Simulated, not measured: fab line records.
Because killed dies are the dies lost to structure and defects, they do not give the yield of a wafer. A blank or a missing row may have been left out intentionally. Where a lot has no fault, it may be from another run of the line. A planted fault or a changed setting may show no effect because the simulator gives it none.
2 desks looking at one fault    flow gf180mcu    only its own numbers are on each desk; what lay behind them is given at the end

AT THE METROLOGY DESK
Means of the sampled wafers that have a number, per lot and without regard to the tool the lot ran on: this is what the gauges read. Any lot whose mean is over 4 standard deviations away from the usual mean is out of limits and marked OUT; that distance is given in the brackets.
Columns: A = V5_OVL at GF_V5_OVL_MEAS_15, usual 1 nm
lot   first seen here  A
L634  day 28 00:50     3
L633  day 28 01:43     -8
L635  day 28 16:51     1
L639  day 29 14:52     0
L644  day 31 02:10     -7
L645  day 31 05:09     5
L647  day 31 14:32     3
L648  day 32 02:47     -4
L649  day 32 08:59     -3
L650  day 32 15:09     3
L651  day 33 02:41     1
L654  day 33 18:40     3
Finding of this desk: none of the 12 lots has anything out of limits.

TOOL OWNER'S DESK, plasma asher-04
The tool's own readings at GF_CONTACT_STRIP_18 (strips in O2/N2): means of the sampled wafers that have a number, for each lot that ran on this tool. Any lot whose mean is over 4 standard deviations away from the usual mean is out of limits and marked OUT; that distance is given in the brackets.
Columns: A = chamber pressure mTorr at GF_CONTACT_STRIP_18, usual 1500.0 mTorr; B = drypump motor current A at GF_CONTACT_STRIP_18, usual 5.4 A; C = heater power w at GF_CONTACT_STRIP_18, usual 353 W; D = n2 flow sccm at GF_CONTACT_STRIP_18, usual 300.1 sccm; E = oes product au at GF_CONTACT_STRIP_18, usual 0.579 a.u.
lot   first seen here  A       B    C    D      E
L634  day 17 00:01     1499.6  5.1  346  300.0  0.575
L635  day 17 16:47     1500.2  5.4  310  299.6  0.576
L639  day 18 20:16     1499.6  5.4  312  300.4  0.576
L645  day 21 01:02     1498.8  5.4  313  300.4  0.579
L648  day 22 04:59     1500.7  5.1  349  298.9  0.578
L650  day 22 20:28     1500.7  5.4  315  300.6  0.573
L651  day 23 13:46     1500.2  5.1  347  301.4  0.584
L654  day 24 09:52     1499.8  5.4  310  300.6  0.579
Finding of this desk: none of the 8 lots has anything out of limits.

BROUGHT TOGETHER
The metrology desk saw nothing out of limits.
The tool owner's desk saw nothing out of limits.

WHAT THE SIMULATOR HAD PUT IN
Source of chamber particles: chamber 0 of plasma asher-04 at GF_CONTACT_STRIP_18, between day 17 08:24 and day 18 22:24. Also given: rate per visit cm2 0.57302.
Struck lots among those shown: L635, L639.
